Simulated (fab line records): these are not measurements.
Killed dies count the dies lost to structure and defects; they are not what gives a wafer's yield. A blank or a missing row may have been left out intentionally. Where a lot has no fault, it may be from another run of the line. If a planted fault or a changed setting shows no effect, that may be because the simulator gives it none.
fab line records	flow sky130
[record] lots = 6	wafers = 18	last_day = 49
route steps=708 shown LI_CONTACT@383 LOCAL_INTERCONNECT@387 PAD_OPEN@708
lots with no fault: from the same line, run without faults
start_h: the number of hours between the record's first day and the start of the first shown wafer of the lot	wait_h: how many hours have passed since the lot's step before this one	" unchanged from the row above	L1.1+2: one row covering several wafers at once	- no value, or no start given	* or withheld: withheld	< > ~ a bound
route shown NAME@n: a module of which the file shows steps, and the number in the route of the first	usual: mean/standard deviation of fault-free wafers	same: alike in all rows	chamber/n: place in a boat	sites: readings site by site	_std_site: standard deviation across them	_edge_site: the outer-site mean with the inner-site mean subtracted	radius_mm: how far each site lies from the wafer's centre	mask NAME#n: copy n	behind: the tool/chamber that last shaped the wafer	hold: what put the lot on hold/how long, in hours/how the hold closed	device: transistor that didn't switch, given as n, p or np	end of line: the route-end tests of the same wafers	step lacking rows: just its recipe	killed: count of dies lost to structure and defects at first sort (not the wafer's yield)	map: a wafer's dies, marking killed ones x, the rest . and places with no die _
set.NAME: setting as actually run; set.NAME@STEP: the setting as run at that earlier step	model.NAME: the simulator's own value behind a step, which no gauge read
lots at selected steps of the route; one table per step, one row per wafer
services: from which hour (start_h, from the record's first day; less than 0 if before it) a tool's chamber was out of use, for how many hours, and why
[[steps]]
[step SKY_LI_CONTACT_CVD_21]
[recipe] material = W	target_thk_nm = 400	time_s = 120.56	temp_c = 400	pressure_torr = 40
[usual] heater_power_w = 798/75
[same] time_s = 120.56
lot.wafer	tool	chamber	start_h	wait_h	heater_power_w
L334.1	cvd_w-02	1	681.12	0.0	854
L334.2	"	0	"	"	847
L334.3	"	1	"	"	831
L337.1	cvd_w-02	0	707.97	0.0	859
L337.5	"	0	"	"	870
L337.6	"	1	"	"	892
L343.1	cvd_w-01	0	761.32	0.0	678
L343.4	"	0	"	"	676
L343.6	"	1	"	"	790
L344.1	cvd_w-01	0	767.78	0.0	715
L344.3	"	0	"	"	689
L344.6	"	0	"	"	680
L345.1	cvd_w-02	0	773.67	0.0	850
L345.4	"	0	"	"	850
L345.5	"	0	"	"	858
L348.2	cvd_w-01	0	800.11	0.0	670
L348.4	"	1	"	"	793
L348.6	"	1	"	"	807
[step SKY_LI_CONTACT_RS_MEAS_22]
[recipe] thk_meas_gauge = four-point-probe	reads = W_of_LI_CONTACT_CVD_21+TiN_of_LI_CONTACT_SPUTTER_20+Ti_of_LI_CONTACT_SPUTTER_19
[usual] LI_CONTACT_W_RS = 0.2846/0.0027
lot.wafer	tool	chamber	start_h	wait_h	LI_CONTACT_W_RS[ohm/sq]
L334.1	film_metro-03	-	681.25	0.1	0.2858
L334.2	"	-	"	"	0.2847
L334.3	"	-	"	"	0.2826
L337.1	film_metro-04	-	708.10	0.1	0.2800
L337.5	"	-	"	"	0.2812
L337.6	"	-	"	"	0.2826
L343.1	film_metro-03	-	761.45	0.1	0.2838
L343.4	"	-	"	"	0.2849
L343.6	"	-	"	"	0.2842
L344.1	film_metro-04	-	767.91	0.1	0.2827
L344.3	"	-	"	"	0.2805
L344.6	"	-	"	"	0.2829
L345.1	film_metro-03	-	773.80	0.1	0.2814
L345.4	"	-	"	"	0.2829
L345.5	"	-	"	"	0.2821
L348.2	film_metro-03	-	800.25	0.1	0.2809
L348.4	"	-	"	"	0.2869
L348.6	"	-	"	"	0.2839
[step SKY_LI_CONTACT_THK_MEAS_23]
[recipe] thk_meas_gauge = xrf	reads = W_of_LI_CONTACT_CVD_21
[usual] LI_CONTACT_W_THK = 400/4.7
lot.wafer	tool	chamber	start_h	wait_h	LI_CONTACT_W_THK[nm]
L334.1	film_metro-03	-	681.37	0.1	402
L334.2	"	-	"	"	406
L334.3	"	-	"	"	409
L337.1	film_metro-04	-	708.22	0.1	406
L337.5	"	-	"	"	408
L337.6	"	-	"	"	401
L343.1	film_metro-03	-	761.57	0.1	402
L343.4	"	-	"	"	398
L343.6	"	-	"	"	404
L344.1	film_metro-04	-	768.03	0.1	404
L344.3	"	-	"	"	406
L344.6	"	-	"	"	405
L345.1	film_metro-03	-	773.92	0.1	402
L345.4	"	-	"	"	399
L345.5	"	-	"	"	400
L348.2	film_metro-03	-	800.36	0.1	404
L348.4	"	-	"	"	398
L348.6	"	-	"	"	400
[step SKY_LI_CONTACT_CMP_24]
[recipe] stop_on = PSG	t_overpolish_s = 20	down_force_psi = 3.5	platen_rpm = 60	target_thk_nm = 0	pad_velocity_m_s = 0.94248
[usual] edge_zone_pressure_frac = 1.000/0.0047	motor_current_A = 11.1/1.3	overpolish_run_s = 19.999/0.0088	slurry_filter_dp_kPa = 13.52/0.13	time_to_endpoint_s = 97.9/2.8
lot.wafer	tool	chamber	start_h	wait_h	edge_zone_pressure_frac	motor_current_A	overpolish_run_s	slurry_filter_dp_kPa	time_to_endpoint_s
L334.2	cmp-01	3	681.48	0.1	0.994	11.9	20.003	13.60	91.8
L334.3	"	0	"	"	1.002	11.9	19.994	13.72	98.0
L334.1	"	1	"	"	1.002	11.6	19.992	13.62	95.8
L337.1	cmp-02	1	708.43	0.2	1.002	10.5	19.988	13.26	96.7
L337.5	"	2	"	"	0.993	12.8	19.993	13.42	98.9
L337.6	"	3	"	"	1.000	9.8	19.996	13.48	98.0
L343.1	cmp-02	0	761.68	0.1	1.012	11.0	20.000	13.49	98.4
L343.4	"	2	"	"	0.998	12.5	20.001	13.40	101.5
L343.6	"	3	"	"	1.002	9.8	20.005	13.69	101.5
L344.1	cmp-02	1	768.13	0.1	0.997	10.2	20.015	13.78	99.0
L344.3	"	2	"	"	0.999	12.8	20.002	13.51	98.6
L344.6	"	1	"	"	0.993	10.1	19.996	13.41	99.5
L345.1	cmp-02	1	773.98	0.1	1.005	10.8	20.006	13.65	97.2
L345.4	"	3	"	"	0.996	9.7	20.009	13.33	102.7
L345.5	"	1	"	"	1.013	10.3	19.993	13.50	100.4
L348.4	cmp-02	3	800.41	0.0	0.998	9.6	19.991	13.39	99.2
L348.2	"	0	"	"	1.003	11.3	20.011	13.42	100.8
L348.6	"	3	"	"	0.992	9.3	19.996	13.75	98.5
[step SKY_LOCAL_INTERCONNECT_SPUTTER_00]
[recipe] material = TiN	target_thk_nm = 100	temp_c = 300	power_w = 6500	time_s = 83.3	chamber_pressure_pa = 0.4
[usual] throttle_valve_pct = 30.7/1.2
[same] time_s = 83.3
lot.wafer	tool	chamber	start_h	wait_h	throttle_valve_pct
L334.1	pvd_sputter-04	-	681.73	0.1	32.9
L334.2	"	-	"	"	29.2
L334.3	"	-	"	"	29.1
L337.1	pvd_sputter-03	-	708.58	0.1	31.9
L337.5	"	-	"	"	29.6
L337.6	"	-	"	"	30.8
L343.1	pvd_sputter-03	-	761.93	0.2	29.5
L343.4	"	-	"	"	29.6
L343.6	"	-	"	"	29.5
L344.1	pvd_sputter-02	-	768.43	0.2	29.2
L344.3	"	-	"	"	30.7
L344.6	"	-	"	"	31.1
L345.1	pvd_sputter-02	-	774.28	0.2	31.3
L345.4	"	-	"	"	29.3
L345.5	"	-	"	"	29.0
L348.2	pvd_sputter-02	-	800.71	0.2	29.1
L348.4	"	-	"	"	30.8
L348.6	"	-	"	"	31.5
[step SKY_LOCAL_INTERCONNECT_RS_MEAS_01]
[recipe] thk_meas_gauge = four-point-probe	reads = TiN_of_LOCAL_INTERCONNECT_SPUTTER_00
[usual] LOCAL_INTERCONNECT_TIN_RS = 14.18/0.17
lot.wafer	tool	chamber	start_h	wait_h	LOCAL_INTERCONNECT_TIN_RS[ohm/sq]
L334.1	film_metro-01	-	681.79	0.0	14.12
L334.2	"	-	"	"	14.32
L334.3	"	-	"	"	14.44
L337.1	film_metro-03	-	708.64	0.0	14.10
L337.5	"	-	"	"	14.19
L337.6	"	-	"	"	14.22
L343.1	film_metro-03	-	761.99	0.0	14.12
L343.4	"	-	"	"	13.97
L343.6	"	-	"	"	14.03
L344.1	film_metro-03	-	768.49	0.0	13.83
L344.3	"	-	"	"	13.64
L344.6	"	-	"	"	13.79
L345.1	film_metro-03	-	774.34	0.0	14.22
L345.4	"	-	"	"	14.14
L345.5	"	-	"	"	14.17
L348.2	film_metro-01	-	800.80	0.1	14.41
L348.4	"	-	"	"	14.12
L348.6	"	-	"	"	14.46
[step SKY_LOCAL_INTERCONNECT_THK_MEAS_02]
[recipe] thk_meas_gauge = xrf	reads = TiN_of_LOCAL_INTERCONNECT_SPUTTER_00
[usual] LOCAL_INTERCONNECT_TIN_THK = 98.5/1.1
lot.wafer	tool	chamber	start_h	wait_h	LOCAL_INTERCONNECT_TIN_THK[nm]
L334.1	film_metro-01	-	681.91	0.1	98.8
L334.2	"	-	"	"	97.4
L334.3	"	-	"	"	97.1
L337.1	film_metro-03	-	708.76	0.1	99.3
L337.5	"	-	"	"	98.4
L337.6	"	-	"	"	98.0
L343.1	film_metro-03	-	762.11	0.1	98.8
L343.4	"	-	"	"	99.9
L343.6	"	-	"	"	99.6
L344.1	film_metro-03	-	768.61	0.1	99.8
L344.3	"	-	"	"	101.2
L344.6	"	-	"	"	100.9
L345.1	film_metro-03	-	774.46	0.1	97.7
L345.4	"	-	"	"	98.7
L345.5	"	-	"	"	97.7
L348.2	film_metro-01	-	800.91	0.1	96.8
L348.4	"	-	"	"	98.8
L348.6	"	-	"	"	96.8
[step SKY_LOCAL_INTERCONNECT_DEHYDRATE_03]
[recipe] temp_c = 200	time_s = 60
[step SKY_LOCAL_INTERCONNECT_HMDS_04]
[recipe] prime_time_s = 60	prime_temp_c = 120
[step SKY_LOCAL_INTERCONNECT_COAT_05]
[recipe] resist = BARC	temp_c = withheld	time_s = withheld	spin_rpm = 3000	resist_thk_nm = 60
[step SKY_LOCAL_INTERCONNECT_COAT_06]
[recipe] resist = KrF-thick	spin_rpm = 3000	resist_thk_nm = 450
[step SKY_LOCAL_INTERCONNECT_SOFTBAKE_07]
[recipe] temp_c = 100	time_s = 90	resist = KrF-thick
[step SKY_LOCAL_INTERCONNECT_EXPOSE_08]
[recipe] mask_id = LI1M	na = 0.8	source_shape = annular	sigma_inner = 0.55	sigma_outer = 0.85	target_cd_nm = 170	dose_mj = 28
[usual] reticle_temp_C = 22.97/0.1
lot.wafer	tool	chamber	start_h	wait_h	mask	reticle_temp_C
L334.1	krf_scanner-01	0	695.04	-	LI1M#0	23.01
L334.2	"	0	"	"	LI1M#0	22.80
L334.3	"	0	"	"	LI1M#0	23.00
L337.1	krf_scanner-01	0	722.39	-	LI1M#0	23.09
L337.5	"	0	"	"	LI1M#0	23.11
L337.6	"	0	"	"	LI1M#0	23.08
L343.1	krf_scanner-02	0	775.27	-	LI1M#0	23.07
L343.4	"	0	"	"	LI1M#0	22.89
L343.6	"	0	"	"	LI1M#0	22.88
L344.1	krf_scanner-01	0	782.22	-	LI1M#0	22.95
L344.3	"	0	"	"	LI1M#0	23.01
L344.6	"	0	"	"	LI1M#0	22.90
L345.1	krf_scanner-01	0	788.15	-	LI1M#0	22.94
L345.4	"	0	"	"	LI1M#0	22.94
L345.5	"	0	"	"	LI1M#0	23.09
L348.2	krf_scanner-02	0	814.24	-	LI1M#0	23.03
L348.4	"	0	"	"	LI1M#0	23.02
L348.6	"	0	"	"	LI1M#0	23.11
[step SKY_LOCAL_INTERCONNECT_PEB_09]
[recipe] peb_temp_c = withheld	peb_time_s = withheld	resist = KrF-thick
[step SKY_LOCAL_INTERCONNECT_DEVELOP_10]
[recipe] develop_time_s = 60	resist = KrF-thick	dev_temp_c = 21
[step SKY_LOCAL_INTERCONNECT_CD_MEAS_11]
[recipe] target_cd_nm = 170
[usual] cd_nm = 169.5/1.5
lot.wafer	tool	chamber	start_h	wait_h	hold	cd_nm
L334.1	cd_sem-02	-	709.25	-	-	171.2
L334.2	"	-	"	"	-	170.5
L334.3	"	-	"	"	-	169.6
L337.1	cd_sem-02	-	736.39	-	-	165.7
L337.5	"	-	"	"	-	167.6
L337.6	"	-	"	"	-	168.0
L343.1	cd_sem-01	-	788.50	-	-	167.6
L343.4	"	-	"	"	-	168.3
L343.6	"	-	"	"	-	167.6
L344.1	cd_sem-01	-	795.30	-	await_dispo/0.2h/release	62.5
L344.3	"	-	"	"	await_dispo/0.2h/release	166.0
L344.6	"	-	"	"	await_dispo/0.2h/release	64.5
L344.1	cd_sem-01	-	795.58	0.3	-	62.4
L344.3	"	-	"	"	-	166.2
L344.6	"	-	"	"	-	64.4
L345.1	cd_sem-02	-	800.64	-	await_dispo/0.2h/release	67.5
L345.4	"	-	"	"	await_dispo/0.2h/release	168.9
L345.5	"	-	"	"	await_dispo/0.2h/release	169.0
L345.1	cd_sem-02	-	800.93	0.3	-	67.6
L345.4	"	-	"	"	-	168.5
L345.5	"	-	"	"	-	168.9
L348.2	cd_sem-01	-	826.72	-	-	170.8
L348.4	"	-	"	"	-	171.6
L348.6	"	-	"	"	-	170.8
[step SKY_LOCAL_INTERCONNECT_OVL_MEAS_12]
[usual] LOCAL_INTERCONNECT_OVL = 7/6.3
lot.wafer	tool	chamber	start_h	wait_h	hold	LOCAL_INTERCONNECT_OVL[nm]
L334.1	overlay-02	-	709.37	0.1	-	-3
L334.2	"	-	"	"	-	4
L334.3	"	-	"	"	-	-2
L337.1	overlay-01	-	736.51	0.1	-	18
L337.5	"	-	"	"	-	14
L337.6	"	-	"	"	-	11
L343.1	overlay-02	-	788.62	0.1	-	0
L343.4	"	-	"	"	-	5
L343.6	"	-	"	"	-	1
L344.1	overlay-02	-	796.78	1.2	await_dispo/1.1h/release	2
L344.3	"	-	"	"	await_dispo/1.1h/release	3
L344.6	"	-	"	"	await_dispo/1.1h/release	-2
L345.1	overlay-02	-	808.07	7.1	await_dispo/7.0h/release	11
L345.4	"	-	"	"	await_dispo/7.0h/release	7
L345.5	"	-	"	"	await_dispo/7.0h/release	4
L348.2	overlay-01	-	826.82	0.1	-	11
L348.4	"	-	"	"	-	11
L348.6	"	-	"	"	-	9
[step SKY_LOCAL_INTERCONNECT_ETCH_13]
[recipe] chemistry = N2/H2	target = BARC	ion_energy_ev = 200	bias_w = 100	pressure_mtorr = 30	n2_flow_sccm = 100	h2_flow_sccm = 200	icp_w = 500	stop_on = SiO2	time_s = 45.9	target_depth_a = 600
[usual] drypump_motor_current_A = 5.85/0.24	oes_product_au = 0.854/0.0049	throttle_valve_pct = 13.224/0.0092
[same] time_s = 45.9
lot.wafer	tool	chamber	start_h	wait_h	drypump_motor_current_A	oes_product_au	rf_hours_counter_h	throttle_valve_pct	model.LOCAL_INTERCONNECT.cd_nm
L334.1	rie_metal-03	0	709.40	0.0	5.52	0.860	13	13.237	171
L334.2	"	1	"	"	5.94	0.851	16	13.223	169.9
L334.3	"	0	"	"	5.53	0.860	-	13.228	169.4
L337.1	rie_metal-02	1	736.55	0.0	6.14	0.858	13	13.234	165.4
L337.5	"	0	"	"	5.63	0.863	-	13.232	167.4
L337.6	"	1	"	"	6.13	0.859	-	13.237	167.6
L343.1	rie_metal-04	0	788.65	0.0	6.12	0.853	13	13.218	168.3
L343.4	"	0	"	"	6.12	0.850	-	13.226	169
L343.6	"	1	"	"	5.67	0.850	-	13.220	168.9
L344.1	rie_metal-04	1	796.82	0.0	5.68	0.856	5	13.242	63.03
L344.3	"	0	"	"	6.13	0.860	-	13.235	166.2
L344.6	"	1	"	"	5.69	0.859	-	13.207	65.34
L345.1	rie_metal-04	0	808.11	0.0	6.13	0.852	14	13.217	68.53
L345.4	"	1	"	"	5.68	0.856	-	13.227	169.7
L345.5	"	1	"	"	5.69	0.860	-	13.221	170.6
L348.2	rie_metal-04	1	826.85	0.0	5.68	0.849	6	13.223	172.8
L348.4	"	0	"	"	6.11	0.856	-	13.222	172.7
L348.6	"	1	"	"	5.68	0.848	-	13.219	172.3
[step SKY_LOCAL_INTERCONNECT_METAL_ETCH_14]
[recipe] target_depth_nm = 110	stop_on = PSG	chemistry = Cl2/BCl3	target = TiN	resist_sidewall_deg = 88	pressure_mtorr = 10	icp_w = 900	bias_w = 48.5	Cl2_flow_sccm = 60	bcl3_flow_sccm = 30	time_s = 31.4
[usual] drypump_motor_current_A = 5.84/0.24	oes_product_au = 0.941/0.0085	throttle_valve_pct = 21.901/0.0097
[same] time_s = 31.4
lot.wafer	tool	chamber	start_h	wait_h	drypump_motor_current_A	oes_product_au	rf_hours_counter_h	throttle_valve_pct	model.LOCAL_INTERCONNECT.cd_nm
L334.1	rie_metal-03	0	709.47	0.0	5.51	0.947	13	21.903	170.9
L334.2	"	1	"	"	5.86	0.938	16	21.911	169.3
L334.3	"	0	"	"	5.50	0.925	-	21.921	169.7
L337.1	rie_metal-02	1	736.61	0.0	6.15	0.947	13	21.900	164.1
L337.5	"	0	"	"	5.64	0.943	-	21.896	167.2
L337.6	"	1	"	"	6.15	0.940	-	21.905	166.5
L343.1	rie_metal-04	0	788.72	0.0	6.11	0.944	13	21.891	168.6
L343.4	"	0	"	"	6.10	0.946	-	21.907	169.1
L343.6	"	1	"	"	5.67	0.948	-	21.898	168.5
L344.1	rie_metal-04	1	796.89	0.1	5.68	0.955	5	21.890	62.12
L344.3	"	0	"	"	6.12	0.965	-	21.896	165.6
L344.6	"	1	"	"	5.67	0.949	-	21.887	64.44
L345.1	rie_metal-04	0	808.17	0.0	6.13	0.939	14	21.889	68.34
L345.4	"	1	"	"	5.68	0.946	-	21.907	168.5
L345.5	"	1	"	"	5.69	0.943	-	21.904	169.2
L348.2	rie_metal-04	1	826.92	0.0	5.69	0.927	6	21.907	172.4
L348.4	"	0	"	"	6.12	0.944	-	21.892	172.5
L348.6	"	1	"	"	5.68	0.928	-	21.900	171.5
[step SKY_LOCAL_INTERCONNECT_STRIP_15]
[recipe] chemistry = O2/N2	power_w = 1400	pressure_mtorr = 1500	platen_temp_c = withheld	o2_flow_sccm = 3000	n2_flow_sccm = 300	overash_fraction = 0.5
[usual] drypump_motor_current_A = 6.20/0.24	oes_product_au = 0.427/0.0048	strip_time_to_endpoint_s = 4.722/0.019
lot.wafer	tool	chamber	start_h	wait_h	drypump_motor_current_A	oes_product_au	rf_hours_counter_h	strip_time_to_endpoint_s
L334.1	plasma_asher-02	0	709.52	0.0	5.76	0.426	98	4.728
L334.2	"	1	"	"	6.52	0.435	98	4.740
L334.3	"	1	"	"	6.52	0.428	-	4.736
L337.1	plasma_asher-03	0	736.66	0.0	5.95	0.431	31	4.709
L337.5	"	0	"	"	5.96	0.427	-	4.744
L337.6	"	1	"	"	6.19	0.426	-	4.713
L343.1	plasma_asher-04	1	788.77	0.0	6.22	0.425	67	4.734
L343.4	"	0	"	"	6.32	0.426	-	4.724
L343.6	"	1	"	"	6.25	0.429	-	4.701
L344.1	plasma_asher-04	0	796.94	0.0	6.34	0.430	67	4.701
L344.3	"	0	"	"	6.36	0.431	-	4.726
L344.6	"	0	"	"	6.33	0.415	-	4.706
L345.1	plasma_asher-02	1	808.22	0.0	6.52	0.427	6	4.733
L345.4	"	1	"	"	6.55	0.424	-	4.716
L345.5	"	0	"	"	5.74	0.429	-	4.718
L348.2	plasma_asher-04	1	826.97	0.0	6.27	0.434	71	4.689
L348.4	"	0	"	"	6.39	0.427	-	4.705
L348.6	"	0	"	"	6.38	0.424	-	4.709
[step SKY_PAD_OPEN_PROBE_99]
lot.wafer	tool	chamber	start_h	wait_h	hold	model.etest.mcon_chain.rc_ohm	model.etest.res_li.open	model.etest.ring_5v.no_ring	model.etest.ring_1v8.no_ring
L334.1	prober-01	-	1076.27	0.1	-	15.71	0	0	0
L334.2	prober-01	-	1076.32	0.1	-	15.94	0	0	0
L334.3	prober-01	-	1076.37	0.2	-	17	0	0	0
L337.1	prober-02	-	1098.59	0.1	-	17.61	0	0	0
L337.5	prober-02	-	1098.79	0.2	-	16.84	0	0	0
L337.6	prober-02	-	1098.84	0.2	-	17.02	0	0	0
L343.1	prober-02	-	1137.71	0.1	-	17.46	0	0	0
L343.4	prober-02	-	1137.86	0.2	-	16.58	0	0	0
L343.6	prober-02	-	1137.96	0.2	-	16.19	0	0	0
L344.1	prober-01	-	1142.57	0.1	await_dispo/4.2h/release	29.05	1	1	1
L344.3	prober-01	-	1142.67	0.2	await_dispo/4.2h/release	16.59	0	0	0
L344.6	prober-01	-	1142.82	0.2	await_dispo/4.2h/release	28	1	1	1
L345.1	prober-02	-	1144.66	0.1	await_dispo/1.6h/release	27.74	1	1	1
L345.4	prober-02	-	1144.81	0.2	await_dispo/1.6h/release	16.08	0	0	0
L345.5	prober-02	-	1144.86	0.2	await_dispo/1.6h/release	16.78	0	0	0
L348.2	prober-01	-	1169.77	0.1	-	16.5	0	0	0
L348.4	prober-01	-	1169.87	0.2	-	16.99	0	0	0
L348.6	prober-01	-	1169.97	0.2	-	16.81	0	0	0
// killed by level:class
L334.1 CONTACT:geometric_particle:open=14 CONTACT:geometric_particle:short=8 VIA2:geometric_particle:open=7 METAL1:geometric_particle:short=6 VIA1:geometric_particle:open=6 VIA3:geometric_particle:open=6 METAL2:geometric_particle:short=5 FIELD_ISO:geometric_particle:short=4
L334.2 VIA1:geometric_particle:open=10 CONTACT:geometric_particle:open=8 CONTACT:geometric_particle:short=7 METAL2:geometric_particle:short=6 FIELD_ISO:geometric_particle:open=5 VIA2:geometric_particle:open=5 METAL1:geometric_particle:short=4 VIA1:geometric_particle:short=4
L334.3 VIA1:geometric_particle:open=13 CONTACT:geometric_particle:open=8 LI_CONTACT:geometric_particle:open=6 METAL1:geometric_particle:short=6 CONTACT:geometric_particle:short=5 VIA2:geometric_particle:open=5 METAL2:geometric_particle:short=4 VIA3:geometric_particle:open=4
L337.1 VIA1:geometric_particle:open=13 FIELD_ISO:geometric_particle:open=7 CONTACT:geometric_particle:short=7 VIA1:geometric_particle:short=7 METAL2:geometric_particle:short=7 VIA3:geometric_particle:open=7 LI_CONTACT:geometric_particle:open=6 VIA2:geometric_particle:open=6
L337.5 CONTACT:geometric_particle:open=9 LI_CONTACT:geometric_particle:open=7 VIA1:geometric_particle:open=7 POLY_GATE:geometric_particle:short=5 METAL4:geometric_particle:short=5 FIELD_ISO:geometric_particle:short=4 METAL2:geometric_particle:short=4 VIA3:geometric_particle:open=4
L337.6 VIA1:geometric_particle:open=12 VIA3:geometric_particle:open=9 VIA2:geometric_particle:open=7 CONTACT:geometric_particle:open=6 FIELD_ISO:geometric_particle:open=4 METAL4:geometric_particle:short=4 LOCAL_INTERCONNECT:geometric_particle:short=3 CONTACT:geometric_particle:short=3
L343.1 LI_CONTACT:geometric_particle:open=11 VIA2:geometric_particle:open=9 FIELD_ISO:geometric_particle:short=6 CONTACT:geometric_particle:short=6 METAL1:geometric_particle:short=6 VIA1:geometric_particle:open=6 VIA3:geometric_particle:short=5 SPACER:geometric_particle:open=4
L343.4 VIA1:geometric_particle:open=7 CONTACT:geometric_particle:open=7 METAL2:geometric_particle:short=7 FIELD_ISO:geometric_particle:short=6 LI_CONTACT:geometric_particle:open=6 LOCAL_INTERCONNECT:geometric_particle:short=6 FIELD_ISO:geometric_particle:open=5 METAL3:geometric_particle:short=5
L343.6 VIA1:geometric_particle:open=13 CONTACT:geometric_particle:open=7 METAL1:geometric_particle:short=7 POLY_GATE:geometric_particle:open=5 LI_CONTACT:geometric_particle:open=5 METAL2:geometric_particle:short=5 METAL4:geometric_particle:short=5 LI_CONTACT:geometric_particle:short=4
L348.2 VIA1:geometric_particle:open=8 CONTACT:geometric_particle:open=7 FIELD_ISO:geometric_particle:short=6 POLY_GATE:geometric_particle:open=6 VIA2:geometric_particle:open=6 VIA3:geometric_particle:open=6 VIA3:geometric_particle:short=5 LI_CONTACT:geometric_particle:open=5
L348.4 CONTACT:geometric_particle:open=12 VIA1:geometric_particle:open=10 CONTACT:geometric_particle:short=6 VIA3:geometric_particle:open=6 POLY_GATE:geometric_particle:short=5 LI_CONTACT:geometric_particle:open=5 FIELD_ISO:geometric_particle:open=4 POLY_GATE:geometric_particle:open=4
L348.6 VIA1:geometric_particle:open=10 CONTACT:geometric_particle:short=9 LI_CONTACT:geometric_particle:open=7 VIA3:geometric_particle:open=7 FIELD_ISO:geometric_particle:open=5 FIELD_ISO:geometric_particle:short=5 LI_CONTACT:geometric_particle:short=5 CONTACT:geometric_particle:open=5
// map L337.1 (x killed, . not)
__________...x......_________
________....x......x.._______
______.................x_____
_____.....x......x....x..____
____.x...x.......x.x......___
___........xx.....xxx.....x__
__x.....x.........x..x..xxxx_
_.x....xxx...x...xx..x..x....
_.x..x.......x......x........
_........xx.x..x.......x.....
_......x.....x..x.x.........x
_..x.......xx......x.x....x.x
_x...x...x..x..x..x...xx.....
_.......x..x....x.x........x.
_.....x..x....x...x..x....x.x
__.x......x......x..x......._
___..........x.x........x..__
____......x........xx.x...___
_____.........x.......x..____
______.........xx..x...._____
________....xx....x..._______
__________..x.....x._________
// map L348.6 (x killed, . not)
__________......x..._________
________...x.xx...x..._______
______...........xxxx..._____
_____.x...x..x.....x.....____
____..x.......x...........___
___......x..............x.x__
__x.....xxxx....x..........x_
_..x.x.x............x....x...
_.x....xx......x..xx.........
_..x......xx.......x....xx..x
_..xxx........x.....x........
_...x.....xx.......x.........
_.........xx...x...x......xxx
_.......x......x.........x...
_.x...x..........x.x..x...x..
__..x......................._
___xx........x.....x.......__
____x..x.x......xx........___
_____.............x...x..____
______..x....x.........._____
________.xx.x.......x._______
__________..x.xxx..._________
[[services]]
tool	chamber	start_h	hours	kind
krf_scanner-01	-	658.24	1.0	pm
rie_metal-04	0	668.32	3.8	repair
cvd_w-02	-	672.68	3.0	repair
krf_scanner-02	-	674.85	2.3	repair
cmp-02	-	675.39	5.4	repair
krf_scanner-01	-	679.26	0.6	repair
pvd_sputter-02	-	680.50	2.8	repair
cmp-02	-	683.23	1.7	repair
pvd_sputter-02	-	704.05	7.3	repair
krf_scanner-01	-	722.79	0.2	repair
cvd_w-01	-	726.75	3.4	repair
cmp-02	-	730.19	0.9	repair
pvd_sputter-02	-	741.28	1.3	repair
cvd_w-01	0	743.82	3.3	repair
cmp-02	-	744.00	4.0	pm
cmp-02	-	751.82	7.6	pm
pvd_sputter-02	-	755.28	5.0	repair
rie_metal-04	-	757.61	1.4	pm
cvd_w-01	-	775.39	1.0	repair
pvd_sputter-02	-	775.77	2.7	repair
krf_scanner-01	-	794.00	1.3	pm
rie_metal-04	1	808.43	12.1	repair
krf_scanner-01	-	823.00	0.8	pm
cvd_w-02	0	824.55	8.5	repair
[[key]]
[first_sign] step = SKY_LOCAL_INTERCONNECT_CD_MEAS_11	reading = visit	direction = added
[effect] step = SKY_LOCAL_INTERCONNECT_CD_MEAS_11	reading = cd_nm	direction = down	sigmas = 72	usual = 169.5	struck = 64.8
[effect] step = SKY_PAD_OPEN_PROBE_99	reading = hold	direction = added
[model_effect] step = SKY_LOCAL_INTERCONNECT_ETCH_13	value = LOCAL_INTERCONNECT.cd_nm	without = 168	struck = 65.64
[model_effect] step = SKY_LOCAL_INTERCONNECT_METAL_ETCH_14	value = LOCAL_INTERCONNECT.cd_nm	without = 167.3	struck = 64.97
[model_effect] step = SKY_PAD_OPEN_PROBE_99	value = etest.mcon_chain.rc_ohm	without = 17.25	struck = 28.26
met_at SKY_LOCAL_INTERCONNECT_EXPOSE_08
struck_wafers L344.1,L344.6,L345.1
later_rows_left_out L344.1,L344.6,L345.1
sort_left_out L344.1,L344.6,L345.1
tester_left_out L344,L345
onset_between 722.39 782.22
[fault] kind = process_parameter_drift	tool = krf_scanner-01	chamber = -	onset_h = 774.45	steps = SKY_LOCAL_INTERCONNECT_EXPOSE_08	channel = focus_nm	offset = 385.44	shape = step	end_h = 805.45	scope = struck_wafers_only
// tester_left_out: of these lots the tester's yield and bins aren't shown, on N5 and GAA mostly nor the transistor test; their killed dies are dies lost to structure and defects alone, not to doping, threshold or leakage, so they don't give the yield
// sort_left_out: the simulated sort isn't trusted on such a fault, so these wafers' sort isn't shown, and their yield isn't known
// later_rows_left_out: the simulator's readings of these wafers behind a module that went badly wrong aren't trusted and aren't shown, but for the sort
